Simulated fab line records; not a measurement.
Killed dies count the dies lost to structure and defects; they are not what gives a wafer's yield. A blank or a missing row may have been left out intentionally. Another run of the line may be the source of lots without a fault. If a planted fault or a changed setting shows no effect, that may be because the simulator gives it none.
Which tool was responsible?    flow gf180mcu    14 lots, 42 wafers sampled, at 3 steps of a route of 602

WHAT EACH GAUGE READ, for each wafer
GF_TOP_METAL_THK_MEAS_06: measures by xrf.
lot   measured      on             TOP_METAL_ALCU_THK (nm)
L854  day 27 14:56  film_metro-03  901 903 891
L856  day 28 10:52  film_metro-02  908 905 909
L857  day 28 19:38  film_metro-03  903 891 904
L858  day 28 22:21  film_metro-03  903 906 905
L859  day 29 06:19  film_metro-04  900 901 898
L860  day 29 10:22  film_metro-04  887 891 885
L861  day 29 18:48  film_metro-03  895 900 901
L862  day 30 00:24  film_metro-02  886 896 892
L870  day 32 04:07  film_metro-03  900 890 890
L872  day 32 22:28  film_metro-04  891 902 909
L873  day 33 01:54  film_metro-03  892 895 898
L874  day 33 03:09  film_metro-03  907 909 907
L875  day 33 09:58  film_metro-02  895 891 900
L876  day 33 14:47  film_metro-04  886 874 881

WHICH TOOL RAN EACH LOT (tool, then ch and the chambers of the sampled wafers, then the start)
lot   GF_POLY_GATE_CLEAN_15            GF_V5_STRIP_18
L854  wet_bench-01 ch 3, day 9 15:17   plasma_asher-01 ch 0,1, day 27 13:20
L856  wet_bench-04 ch 3, day 10 08:38  plasma_asher-02 ch 0,1, day 28 09:17
L857  wet_bench-04 ch 3, day 10 14:07  plasma_asher-01 ch 0,1, day 28 18:04
L858  wet_bench-04 ch 2, day 10 18:09  plasma_asher-02 ch 0,1, day 28 20:47
L859  wet_bench-04 ch 3, day 11 02:56  plasma_asher-04 ch 0,1, day 29 04:35
L860  wet_bench-04 ch 1, day 11 04:38  plasma_asher-04 ch 0,1, day 29 08:49
L861  wet_bench-01 ch 1, day 11 13:59  plasma_asher-04 ch 0,1, day 29 17:13
L862  wet_bench-01 ch 3, day 11 19:53  plasma_asher-04 ch 0,1, day 29 22:50
L870  wet_bench-04 ch 3, day 14 04:56  plasma_asher-01 ch 0,1, day 32 02:16
L872  wet_bench-04 ch 1, day 14 23:44  plasma_asher-02 ch 0,1, day 32 20:53
L873  wet_bench-01 ch 1, day 15 04:53  plasma_asher-01 ch 0,1, day 33 00:17
L874  wet_bench-04 ch 2, day 15 11:44  plasma_asher-02 ch 0,1, day 33 01:32
L875  wet_bench-02 ch 1, day 15 20:18  plasma_asher-01 ch 0,1, day 33 08:23
L876  wet_bench-04 ch 0, day 16 02:15  plasma_asher-04 ch 0,1, day 33 13:13
- GF_POLY_GATE_CLEAN_15: cleans in SC1/SC2, time 150 s.
- GF_V5_STRIP_18: strips in O2/N2.

WHAT THE TOOLS THEMSELVES READ (means of the sampled wafers that have a number; where no wafer has one, the mark that the record gives instead)
GF_V5_STRIP_18.
lot   tool             drypump_motor_current_A (A)  heater_power_w (W)  oes_product_au (a.u.)
L854  plasma_asher-01  5.6                          366                 0.568
L856  plasma_asher-02  6.0                          323                 0.566
L857  plasma_asher-01  5.6                          359                 0.573
L858  plasma_asher-02  6.1                          329                 0.566
L859  plasma_asher-04  5.0                          343                 0.566
L860  plasma_asher-04  4.9                          352                 0.572
L861  plasma_asher-04  5.0                          346                 0.567
L862  plasma_asher-04  5.3                          387                 0.568
L870  plasma_asher-01  5.6                          362                 0.571
L872  plasma_asher-02  6.0                          320                 0.570
L873  plasma_asher-01  5.6                          360                 0.569
L874  plasma_asher-02  6.0                          330                 0.566
L875  plasma_asher-01  5.6                          365                 0.570
L876  plasma_asher-04  5.3                          371                 0.572

THE ANSWER, worked out from the rows above alone
Rule: the lots themselves supply what counts as usual. The widest of any qualifying gaps counts: lots, ordered by their means at a reading, are off when they make up no more than a third of the lots, leave a main group of 4 or more, and stand apart from it by 3 or more times the standard deviation of that group's means. The tables above print the reading to a certain number of digits; a main group whose means all agree to those digits is not used. Also off: a lot with no number at a reading for which 4 or more lots have one. All remaining lots with rows at the step are treated as sound. First the gauges in route order, then the tools' own readings, where a lot's mean is used as printed above. The first step at which some lot is off is used, and at that step the reading that is off furthest; a lot without a number counts as furthest.
Across all readings shown, no lot is off: no conclusion can be drawn from this.

WHAT THE SIMULATOR PUT IN
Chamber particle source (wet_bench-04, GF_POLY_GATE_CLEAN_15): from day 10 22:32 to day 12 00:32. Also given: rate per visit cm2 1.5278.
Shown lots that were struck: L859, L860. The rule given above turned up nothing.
